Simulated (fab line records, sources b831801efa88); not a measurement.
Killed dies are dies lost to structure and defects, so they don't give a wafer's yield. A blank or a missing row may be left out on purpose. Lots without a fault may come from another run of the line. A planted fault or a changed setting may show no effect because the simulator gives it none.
fab line records | flow sfq_line
record lots=7 wafers=21 last_day=80
route steps=325 shown I6@270 M7@281 I7@296 M8@311
lots that met no fault: from a run of the same line without faults
start_h: hours from the record's first day to the start of the lot's first wafer shown | wait_h: hours since the lot's step before | " the same as in the row above | L1.1+2: a row that stands for several wafers | - no value, or no start given | * or withheld: withheld | < > ~ a bound
route shown NAME@n: a module of which the file shows steps, and the number in the route of the first | usual: mean/standard deviation of fault-free wafers | same: alike in all rows | chamber/n: place in a boat | sites: the reading at each site | _std_site: their standard deviation | _edge_site: outer sites' mean less inner sites' | radius_mm: how far each site lies from the wafer's centre | mask NAME#n: copy n | behind: the tool/chamber that last shaped the wafer | hold: why the lot was held/for how many hours/how that ended | device: the transistor (n, p or np) that didn't switch | end of line: the same wafers' tests at the end of the route | a step without rows: its recipe alone | killed: dies lost to structure and defects at the first sort, not the wafer's yield | map: a wafer's dies, x killed, . not, _ none there
set.NAME: the setting as run; set.NAME@STEP: as run at that earlier step | model.NAME: the simulator's own value behind a step, which no gauge read
lots at some steps of the route; a table a step, a row a wafer
services: from which hour (start_h, from the record's first day; less than 0 if before it) a tool's chamber was out of use, for how many hours, and why
## steps
# step SFQ_TRILAYER_I6_VIA_LITHO_COAT_174
# recipe resist=BARC spin_rpm=3000 resist_thk_nm=62
# step SFQ_TRILAYER_I6_VIA_LITHO_COAT_169
# recipe resist=KrF spin_rpm=3000 resist_thk_nm=650
# step SFQ_TRILAYER_I6_VIA_LITHO_SOFTBAKE_173
# recipe temp_c=withheld time_s=withheld resist=KrF
# step SFQ_TRILAYER_I6_VIA_LITHO_EXPOSE_170
# recipe mask_id=I6 na=0.6 source_shape=conventional sigma_outer=0.65 target_cd_nm=700 dose_mj=21.3
# step SFQ_TRILAYER_I6_VIA_LITHO_PEB_172
# recipe peb_temp_c=115 peb_time_s=60 resist=KrF
# step SFQ_TRILAYER_I6_VIA_LITHO_DEVELOP_171
# recipe time_s=60 resist=KrF
# step SFQ_I6_OVL_MEAS_942
# usual I6_OVL=-4/5.7
# columns lot.wafer tool chamber start_h wait_h I6_OVL[nm]
L772.2 overlay-02 - 1592.51 0.1 0
L772.3 " - " " -10
L772.5 " - " " -12
L777.1 overlay-02 - 1743.75 0.1 -5
L777.3 " - " " -7
L777.5 " - " " -6
L781.3 overlay-02 - 1750.96 0.1 -10
L781.5 " - " " -14
L781.6 " - " " -9
L782.1 overlay-02 - 1755.75 0.1 -4
L782.2 " - " " 3
L782.3 " - " " 2
L783.2 overlay-02 - 1762.96 0.1 -10
L783.3 " - " " 0
L783.4 " - " " -6
L787.1 overlay-02 - 1771.35 0.1 -6
L787.4 " - " " -14
L787.5 " - " " -6
L792.1 overlay-01 - 1784.55 0.1 -1
L792.3 " - " " 2
L792.5 " - " " -1
# step SFQ_TRILAYER_I6_VIA_BARC_OPEN_VIA_ETCH_235
# recipe mask_material=PR chemistry=O2 target_depth_nm=125 target=BARC source_w=500 bias_w=80 pressure_mtorr=30 time_s=41.7
# usual drypump_motor_current_A=5.7/0.55 oes_product_au=0.685/0.0044
# columns lot.wafer tool chamber start_h wait_h drypump_motor_current_A oes_product_au rf_hours_counter_h
L772.2 rie_diel-04 1 1592.54 0.0 5.6 0.697 7
L772.3 " 0 " " 5.0 0.686 11
L772.5 " 0 " " 5.0 0.683 -
L777.1 rie_diel-04 2 1743.79 0.0 4.9 0.688 13
L777.3 " 0 " " 5.0 0.678 14
L777.5 " 1 " " 5.6 0.680 -
L781.3 rie_diel-04 2 1750.99 0.0 4.9 0.680 13
L781.5 " 0 " " 5.0 0.686 -
L781.6 " 1 " " 5.6 0.680 -
L782.1 rie_diel-04 0 1755.79 0.0 5.0 0.678 14
L782.2 " 3 " " 6.3 0.683 3
L782.3 " 2 " " 4.9 0.684 13
L783.2 rie_diel-01 2 1762.99 0.0 5.6 0.682 16
L783.3 " 3 " " 6.1 0.682 12
L783.4 " 1 " " 6.2 0.685 14
L787.1 rie_diel-02 2 1771.39 0.0 6.1 0.680 1
L787.4 " 1 " " 5.6 0.688 19
L787.5 " 2 " " 6.1 0.685 -
L792.1 rie_diel-04 3 1784.59 0.0 6.3 0.690 3
L792.3 " 0 " " 5.0 0.688 15
L792.5 " 3 " " 6.3 0.691 -
# step SFQ_TRILAYER_I6_VIA_ETCH_VIA_ETCH_172
# recipe target=SiO2 stop_on=Nb mask_material=PR taper_deg=20 chemistry=CHF3 target_depth_nm=260 source_w=500 bias_w=80 pressure_mtorr=30 time_s=withheld
# usual drypump_motor_current_A=5.7/0.55 oes_product_au=0.856/0.0051
# columns lot.wafer tool chamber start_h wait_h drypump_motor_current_A oes_product_au
L772.2 rie_diel-04 1 1592.58 0.0 5.6 0.861
L772.3 " 0 " " 5.0 0.846
L772.5 " 0 " " 5.0 0.856
L777.1 rie_diel-04 2 1743.83 0.0 4.9 0.846
L777.3 " 0 " " 5.0 0.853
L777.5 " 1 " " 5.6 0.855
L781.3 rie_diel-04 2 1751.03 0.0 4.9 0.854
L781.5 " 0 " " 5.0 0.856
L781.6 " 1 " " 5.6 0.864
L782.1 rie_diel-04 0 1755.83 0.0 5.0 0.862
L782.2 " 3 " " 6.3 0.859
L782.3 " 2 " " 4.9 0.867
L783.2 rie_diel-01 2 1763.03 0.0 5.7 0.850
L783.3 " 3 " " 6.0 0.859
L783.4 " 1 " " 6.2 0.858
L787.1 rie_diel-02 2 1771.43 0.0 6.1 0.855
L787.4 " 1 " " 5.5 0.854
L787.5 " 2 " " 6.1 0.848
L792.1 rie_diel-04 3 1784.63 0.0 6.3 0.854
L792.3 " 0 " " 5.0 0.862
L792.5 " 3 " " 6.3 0.848
# step SFQ_TRILAYER_I6_VIA_STRIP_STRIP_173
# recipe gas=O2 power_w=200 platen_temp_c=40 overash_fraction=0.65 chemistry=O2 pressure_mtorr=50
# usual drypump_motor_current_A=5.8/0.62 oes_product_au=1.003/0.0095
# same overash_fraction=0.65
# columns lot.wafer tool chamber start_h wait_h drypump_motor_current_A oes_product_au rf_hours_counter_h
L772.2 rie_metal-03 1 1592.70 - 6.1 0.980 109
L772.3 " 0 " " 5.5 1.015 -
L772.5 " 1 " " 6.2 0.990 -
L777.1 rie_metal-02 1 1743.94 - 6.3 0.998 30
L777.3 " 0 " " 6.5 1.000 -
L777.5 " 1 " " 6.3 0.990 -
L781.3 rie_metal-04 0 1751.34 - 5.6 1.020 -
L781.5 " 1 " " 4.7 1.012 -
L781.6 " 0 " " 5.7 1.017 -
L782.1 rie_metal-04 0 1755.94 - 5.6 1.006 49
L782.2 " 1 " " 4.8 1.008 32
L782.3 " 1 " " 4.8 1.006 -
L783.2 rie_metal-04 1 1763.14 - 4.7 0.994 33
L783.3 " 0 " " 5.7 1.006 -
L783.4 " 1 " " 4.7 1.013 -
L787.1 rie_metal-03 1 1771.54 - 6.1 0.993 135
L787.4 " 0 " " 5.5 0.991 -
L787.5 " 1 " " 6.1 0.992 -
L792.1 rie_metal-02 1 1784.74 - 6.3 0.993 39
L792.3 " 1 " " 6.3 0.991 -
L792.5 " 1 " " 6.3 0.992 -
# step SFQ_TRILAYER_I6_VIA_STRIP_SOLV_CLEAN_174
# recipe chemistry=NMP temp_c=70 time_s=600
# step SFQ_TRILAYER_M7_DEP_PRE_CLEAN_176
# recipe gas=Ar time_s=22.5 bias_v=250
# step SFQ_TRILAYER_M7_DEP_SPUTTER_175
# recipe material=Nb base_pressure_pa=1.33e-06 chamber_pressure_pa=0.1333 substrate_temp_c=20 target_thk_nm=200 power_w=2000 time_s=133.3
# usual throttle_valve_pct=30.0/1.1
# columns lot.wafer tool chamber start_h wait_h throttle_valve_pct model.Nb_of_TRILAYER_M7_DEP_SPUTTER_175.thk_nm
L772.2 pvd_sputter-03 - 1593.70 0.0 29.6 201.9
L772.3 " - " " 29.3 202.4
L772.5 " - " " 29.0 202.3
L777.1 pvd_sputter-04 - 1744.75 0.0 32.1 201
L777.3 " - " " 30.9 201.4
L777.5 " - " " 31.0 199.5
L781.3 pvd_sputter-04 - 1751.95 0.0 30.6 217.4
L781.5 " - " " 32.2 200.3
L781.6 " - " " 31.2 216.7
L782.1 pvd_sputter-04 - 1756.75 0.0 30.7 198.1
L782.2 " - " " 28.9 198.4
L782.3 " - " " 32.3 220.5
L783.2 pvd_sputter-04 - 1763.95 0.0 31.9 204.5
L783.3 " - " " 31.0 220.4
L783.4 " - " " 30.7 201
L787.1 pvd_sputter-03 - 1772.35 0.0 29.6 201.9
L787.4 " - " " 28.8 203.8
L787.5 " - " " 29.6 201.9
L792.1 pvd_sputter-03 - 1786.15 0.0 29.5 202.6
L792.3 " - " " 29.1 202.5
L792.5 " - " " 29.3 200.9
# step SFQ_M7_RS_MEAS_943
# recipe thk_meas_gauge=four-point-probe reads=Nb_of_TRILAYER_M7_DEP_SPUTTER_175
# usual M7_NB_RS=0.891/0.012
# columns lot.wafer tool chamber start_h wait_h M7_NB_RS[ohm/sq]
L772.2 film_metro-03 - 1593.81 0.1 0.880
L772.3 " - " " 0.881
L772.5 " - " " 0.880
L777.1 film_metro-03 - 1744.84 0.0 0.885
L777.3 " - " " 0.885
L777.5 " - " " 0.894
L781.3 film_metro-01 - 1752.08 0.1 0.817
L781.5 " - " " 0.886
L781.6 " - " " 0.819
L782.1 film_metro-03 - 1756.84 0.0 0.898
L782.2 " - " " 0.897
L782.3 " - " " 0.807
L783.2 film_metro-03 - 1764.06 0.1 0.871
L783.3 " - " " 0.810
L783.4 " - " " 0.885
L787.1 film_metro-01 - 1772.44 0.0 0.880
L787.4 " - " " 0.873
L787.5 " - " " 0.880
L792.1 film_metro-01 - 1786.24 0.0 0.877
L792.3 " - " " 0.877
L792.5 " - " " 0.885
# step SFQ_TRILAYER_M7_LITHO_COAT_182
# recipe resist=BARC spin_rpm=3000 resist_thk_nm=62
# step SFQ_TRILAYER_M7_LITHO_COAT_177
# recipe resist=KrF spin_rpm=3000 resist_thk_nm=600
# step SFQ_TRILAYER_M7_LITHO_SOFTBAKE_181
# recipe temp_c=withheld time_s=withheld resist=KrF
# step SFQ_TRILAYER_M7_LITHO_EXPOSE_178
# recipe mask_id=M7 na=0.6 source_shape=conventional sigma_outer=0.65 target_cd_nm=500 dose_mj=14.4
# step SFQ_TRILAYER_M7_LITHO_PEB_180
# recipe peb_temp_c=115 peb_time_s=60 resist=KrF
# step SFQ_TRILAYER_M7_LITHO_DEVELOP_179
# recipe time_s=60 resist=KrF
# step SFQ_M7_OVL_MEAS_945
# usual M7_OVL=2/5
# columns lot.wafer tool chamber start_h wait_h M7_OVL[nm]
L772.2 overlay-01 - 1683.78 0.1 7
L772.3 " - " " 8
L772.5 " - " " 0
L777.1 overlay-01 - 1826.45 0.1 0
L777.3 " - " " 3
L777.5 " - " " 2
L781.3 overlay-02 - 1837.39 0.1 5
L781.5 " - " " 3
L781.6 " - " " 10
L782.1 overlay-01 - 1843.38 0.1 4
L782.2 " - " " 6
L782.3 " - " " 3
L783.2 overlay-01 - 1848.18 0.1 6
L783.3 " - " " 9
L783.4 " - " " 4
L787.1 overlay-01 - 1857.78 0.1 7
L787.4 " - " " 7
L787.5 " - " " 7
L792.1 overlay-01 - 1879.50 0.1 1
L792.3 " - " " -4
L792.5 " - " " -2
# step SFQ_TRILAYER_M7_BARC_OPEN_METAL_ETCH_229
# recipe mask_material=PR chemistry=O2 target_depth_nm=125 target=BARC icp_w=600 bias_w=80 pressure_mtorr=10 time_s=41.7
# step SFQ_TRILAYER_M7_ETCH_METAL_ETCH_180
# recipe target=Nb stop_on=SiO2 mask_material=PR chemistry=Cl2/Ar target_depth_nm=240 icp_w=600 bias_w=80 pressure_mtorr=10 time_s=120
# usual drypump_motor_current_A=6.0/0.45 oes_product_au=0.893/0.0079
# columns lot.wafer tool chamber start_h wait_h drypump_motor_current_A oes_product_au rf_hours_counter_h
L772.2 rie_metal-02 0 1683.87 0.0 6.6 0.896 127
L772.3 " 0 " " 6.6 0.906 -
L772.5 " 0 " " 6.6 0.896 -
L777.1 rie_metal-02 0 1826.55 0.0 6.5 0.897 3
L777.3 " 1 " " 6.3 0.895 -
L777.5 " 0 " " 6.5 0.890 -
L781.3 rie_metal-02 1 1837.51 0.1 6.3 0.938 -
L781.5 " 1 " " 6.3 0.893 -
L781.6 " 0 " " 6.5 0.930 -
L782.1 rie_metal-02 0 1843.47 0.0 6.5 0.889 6
L782.2 " 1 " " 6.3 0.886 47
L782.3 " 0 " " 6.5 0.951 -
L783.2 rie_metal-03 1 1848.27 0.0 6.1 0.906 0
L783.3 " 0 " " 5.5 0.945 -
L783.4 " 1 " " 6.1 0.891 -
L787.1 rie_metal-03 0 1857.87 0.0 5.5 0.902 86
L787.4 " 0 " " 5.5 0.906 -
L787.5 " 0 " " 5.5 0.895 -
L792.1 rie_metal-01 0 1879.60 0.0 5.3 0.901 35
L792.3 " 0 " " 5.3 0.904 -
L792.5 " 1 " " 6.3 0.899 -
# step SFQ_TRILAYER_M7_STRIP_STRIP_181
# recipe gas=O2 power_w=200 platen_temp_c=40 overash_fraction=0.65 chemistry=O2 pressure_mtorr=50
# step SFQ_TRILAYER_M7_STRIP_SOLV_CLEAN_182
# recipe chemistry=NMP temp_c=70 time_s=600
# step SFQ_TRILAYER_I7_DEP_PECVD_183
# recipe material=SiO2 temp_c=150 time_s=111.11 pressure_torr=2.4 rf_w=183.3 precursor=SiH4/N2O target_thk_nm=500
# step SFQ_TRILAYER_I7_CMP_CMP_184
# recipe material=SiO2 down_force_psi=3 platen_rpm=60 pad_velocity_m_s=0.94248
# usual edge_zone_pressure_frac=1.001/0.0053 motor_current_A=10.5/0.86 slurry_filter_dp_kPa=13.50/0.13 time_to_endpoint_s=218/8.9
# columns lot.wafer tool chamber start_h wait_h edge_zone_pressure_frac motor_current_A slurry_filter_dp_kPa time_to_endpoint_s
L772.3 cmp-02 1 1685.84 1.0 1.002 9.8 13.62 209
L772.2 " 2 " " 0.999 11.3 13.51 203
L772.5 " 0 1687.34 2.5 1.008 11.8 13.33 216
L777.3 cmp-01 3 1832.14 4.7 1.002 9.4 13.76 228
L777.1 " 0 " " 1.003 10.3 13.36 215
L777.5 " 1 " " 1.004 8.8 13.37 221
L781.3 cmp-01 1 1840.64 2.2 0.999 9.0 13.64 228
L781.5 " 0 1842.14 3.7 0.995 10.4 13.58 214
L781.6 " 1 " " 0.993 8.8 13.74 218
L782.1 cmp-01 3 1844.45 0.0 0.995 9.2 13.52 224
L782.3 " 1 1845.45 1.0 0.995 9.1 13.47 213
L782.2 " 2 " " 1.008 11.5 13.44 219
L783.2 cmp-01 1 1849.25 0.0 1.007 9.0 13.68 223
L783.3 " 2 " " 1.000 11.5 13.35 226
L783.4 " 3 " " 1.009 9.4 13.29 231
L787.4 cmp-02 0 1860.75 1.9 1.006 11.8 13.53 227
L787.1 " 3 1862.25 3.4 0.985 10.8 13.41 218
L787.5 " 1 1863.25 4.4 1.010 10.0 13.53 229
L792.3 cmp-02 2 1887.98 7.4 1.002 10.9 13.61 207
L792.1 " 3 " " 1.003 10.4 13.65 207
L792.5 " 1 1889.48 8.9 1.013 9.5 13.80 221
# step SFQ_I7_BOW_MEAS_946
# recipe mode=bow
# usual I7_BOW=10/11
# columns lot.wafer tool chamber start_h wait_h I7_BOW[um]
L772.2 film_metro-04 - 1687.86 1.0 17
L772.3 " - " " 9
L772.5 " - " " -6
L777.1 film_metro-04 - 1834.14 1.0 6
L777.3 " - " " -6
L777.5 " - " " -4
L781.3 film_metro-04 - 1843.18 2.0 0
L781.5 " - " " -5
L781.6 " - " " -5
L782.1 film_metro-03 - 1847.45 2.5 10
L782.2 " - " " 17
L782.3 " - " " 11
L783.2 film_metro-03 - 1852.27 2.5 17
L783.3 " - " " 8
L783.4 " - " " 23
L787.1 film_metro-04 - 1863.75 1.0 6
L787.4 " - " " 23
L787.5 " - " " 13
L792.1 film_metro-04 - 1890.48 1.5 14
L792.3 " - " " 33
L792.5 " - " " 14
# step SFQ_TRILAYER_I7_METRO_MEASURE_185
# step SFQ_TRILAYER_I7_VIA_LITHO_COAT_192
# recipe resist=BARC spin_rpm=3000 resist_thk_nm=62
# step SFQ_TRILAYER_I7_VIA_LITHO_COAT_187
# recipe resist=KrF spin_rpm=3000 resist_thk_nm=650
# step SFQ_TRILAYER_I7_VIA_LITHO_SOFTBAKE_191
# recipe temp_c=withheld time_s=withheld resist=KrF
# step SFQ_TRILAYER_I7_VIA_LITHO_EXPOSE_188
# recipe mask_id=I7 na=0.6 source_shape=conventional sigma_outer=0.65 target_cd_nm=1000 dose_mj=21.3
# step SFQ_TRILAYER_I7_VIA_LITHO_PEB_190
# recipe peb_temp_c=115 peb_time_s=60 resist=KrF
# step SFQ_TRILAYER_I7_VIA_LITHO_DEVELOP_189
# recipe time_s=60 resist=KrF
# step SFQ_I7_OVL_MEAS_947
# usual I7_OVL=-4/4.3
# columns lot.wafer tool chamber start_h wait_h I7_OVL[nm]
L772.2 overlay-02 - 1732.96 0.1 -5
L772.3 " - " " -7
L772.5 " - " " -8
L777.1 overlay-01 - 1838.63 0.1 -14
L777.3 " - " " -8
L777.5 " - " " -9
L781.3 overlay-02 - 1848.87 0.1 -3
L781.5 " - " " -2
L781.6 " - " " -9
L782.1 overlay-02 - 1852.46 0.1 -3
L782.2 " - " " 1
L782.3 " - " " -2
L783.2 overlay-02 - 1856.07 0.1 -6
L783.3 " - " " -3
L783.4 " - " " 2
L787.1 overlay-02 - 1869.26 0.1 -2
L787.4 " - " " -7
L787.5 " - " " 0
L792.1 overlay-01 - 1902.72 0.1 -8
L792.3 " - " " -10
L792.5 " - " " -5
# step SFQ_TRILAYER_I7_VIA_BARC_OPEN_VIA_ETCH_260
# recipe mask_material=PR chemistry=O2 target_depth_nm=125 target=BARC source_w=500 bias_w=80 pressure_mtorr=30 time_s=41.7
# usual drypump_motor_current_A=5.7/0.42 oes_product_au=0.685/0.0045
# columns lot.wafer tool chamber start_h wait_h drypump_motor_current_A oes_product_au rf_hours_counter_h
L772.2 rie_diel-03 3 1732.99 0.0 5.5 0.682 2
L772.3 " 1 " " 6.0 0.685 10
L772.5 " 0 " " 5.8 0.686 -
L777.1 rie_diel-03 3 1838.67 0.0 5.5 0.687 4
L777.3 " 0 " " 5.8 0.681 1
L777.5 " 3 " " 5.5 0.683 -
L781.3 rie_diel-02 0 1848.90 0.0 5.2 0.679 12
L781.5 " 0 " " 5.3 0.686 -
L781.6 " 1 " " 5.5 0.675 -
L782.1 rie_diel-01 2 1852.50 0.0 5.6 0.683 17
L782.2 " 0 " " 6.6 0.681 1
L782.3 " 1 " " 6.1 0.687 15
L783.2 rie_diel-03 0 1856.10 0.0 5.8 0.684 2
L783.3 " 3 " " 5.5 0.683 4
L783.4 " 0 " " 5.8 0.686 -
L787.1 rie_diel-01 0 1869.30 0.0 6.6 0.684 1
L787.4 " 1 " " 6.2 0.691 16
L787.5 " 3 " " 6.0 0.688 -
L792.1 rie_diel-03 1 1902.76 0.0 5.9 0.682 11
L792.3 " 3 " " 5.5 0.691 5
L792.5 " 0 " " 5.8 0.693 -
# step SFQ_TRILAYER_I7_VIA_ETCH_VIA_ETCH_190
# recipe target=SiO2 stop_on=Nb mask_material=PR taper_deg=20 chemistry=CHF3 target_depth_nm=260 source_w=500 bias_w=80 pressure_mtorr=30 time_s=withheld
# step SFQ_TRILAYER_I7_VIA_STRIP_STRIP_191
# recipe gas=O2 power_w=200 platen_temp_c=40 overash_fraction=0.65 chemistry=O2 pressure_mtorr=50
# step SFQ_TRILAYER_I7_VIA_STRIP_SOLV_CLEAN_192
# recipe chemistry=NMP temp_c=70 time_s=600
# step SFQ_TRILAYER_M8_LITHO_LOR_COAT_197
# recipe resist=lift-off spin_rpm=3000
# step SFQ_M8_BOW_MEAS_951
# recipe mode=bow
# usual M8_BOW=11/11
# columns lot.wafer tool chamber start_h wait_h M8_BOW[um] model.etest.m7.ohm_um model.etest.i6.link_ohm model.etest.i7.link_ohm model.etest.m7.ohm_sq
L772.2 film_metro-03 - 1821.60 0.0 16 1.749 1.88 1.042 0.8802
L772.3 " - " " 9 1.748 1.873 1.04 0.8783
L772.5 " - " " -6 1.752 1.878 1.039 0.8786
L777.1 film_metro-03 - 1845.20 0.0 6 1.774 1.859 1.046 0.8843
L777.3 " - " " -7 1.768 1.857 1.045 0.8826
L777.5 " - " " -3 1.791 1.866 1.054 0.8912
L781.3 film_metro-02 - 1856.03 0.0 1 1.635 1.779 0.9812 0.8178
L781.5 " - " " -5 1.781 1.877 1.05 0.8876
L781.6 " - " " -6 1.643 1.807 0.9826 0.8203
L782.1 film_metro-04 - 1858.39 0.0 11 1.793 1.883 1.058 0.8974
L782.2 " - " " 18 1.789 1.888 1.055 0.8959
L782.3 " - " " 11 1.618 1.789 0.9667 0.8062
L783.2 film_metro-02 - 1862.01 0.0 17 1.726 1.841 1.031 0.8695
L783.3 " - " " 8 1.601 1.77 0.9682 0.8066
L783.4 " - " " 23 1.758 1.866 1.045 0.8843
L787.1 film_metro-03 - 1874.33 0.0 5 1.757 1.866 1.043 0.8803
L787.4 " - " " 23 1.742 1.851 1.033 0.8724
L787.5 " - " " 13 1.759 1.873 1.043 0.8804
L792.1 film_metro-04 - 1914.65 0.0 15 1.765 1.85 1.035 0.8774
L792.3 " - " " 33 1.767 1.856 1.038 0.8778
L792.5 " - " " 15 1.782 1.853 1.044 0.885
## services
# columns tool chamber start_h hours kind
rie_metal-03 - 1578.28 2.8 pm
rie_diel-04 - 1585.16 2.8 pm
pvd_sputter-04 - 1593.58 2.0 repair
cmp-01 - 1598.38 4.0 pm
rie_diel-04 - 1602.38 4.0 pm
rie_diel-03 2 1602.46 5.0 repair
rie_diel-04 0 1608.97 2.8 repair
cmp-01 - 1612.18 7.7 pm
rie_diel-04 0 1619.37 2.6 repair
cmp-01 - 1628.44 1.2 repair
cmp-01 - 1629.77 0.4 repair
rie_diel-04 1 1636.25 22.5 repair
rie_diel-04 0 1644.56 8.0 repair
pvd_sputter-04 - 1646.25 0.6 repair
rie_diel-04 3 1646.49 10.4 repair
rie_diel-03 1 1656.94 2.0 repair
cmp-01 - 1666.24 8.2 pm
rie_metal-02 1 1677.42 5.2 repair
rie_diel-04 1 1714.83 8.5 repair
cmp-01 - 1732.12 1.4 repair
rie_diel-01 - 1774.22 0.3 repair
pvd_sputter-04 - 1778.89 1.6 repair
rie_metal-02 - 1810.60 1.4 pm
rie_diel-03 1 1818.90 54.2 repair
## key
first_sign step=SFQ_M7_RS_MEAS_943 reading=M7_NB_RS direction=down sigmas=6.4 usual=0.891 struck=0.813
effect step=SFQ_TRILAYER_M7_ETCH_METAL_ETCH_180 reading=oes_product_au direction=up sigmas=6 usual=0.893 struck=0.941
model_effect step=SFQ_TRILAYER_M7_DEP_SPUTTER_175 value=Nb_of_TRILAYER_M7_DEP_SPUTTER_175.thk_nm without=200.1 struck=218.7
model_effect step=SFQ_M8_BOW_MEAS_951 value=etest.m7.ohm_um without=1.775 struck=1.624
met_at SFQ_TRILAYER_M7_DEP_SPUTTER_175
struck_wafers L781.3,L781.6,L782.3,L783.3
onset_between 1744.75 1751.95
fault kind=process_parameter_drift tool=pvd_sputter-04 chamber=- onset_h=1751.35 steps=SFQ_TRILAYER_M7_DEP_SPUTTER_175 channel=time_s offset=* shape=step end_h=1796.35 scope=struck_wafers_only acts_in=* stated=*
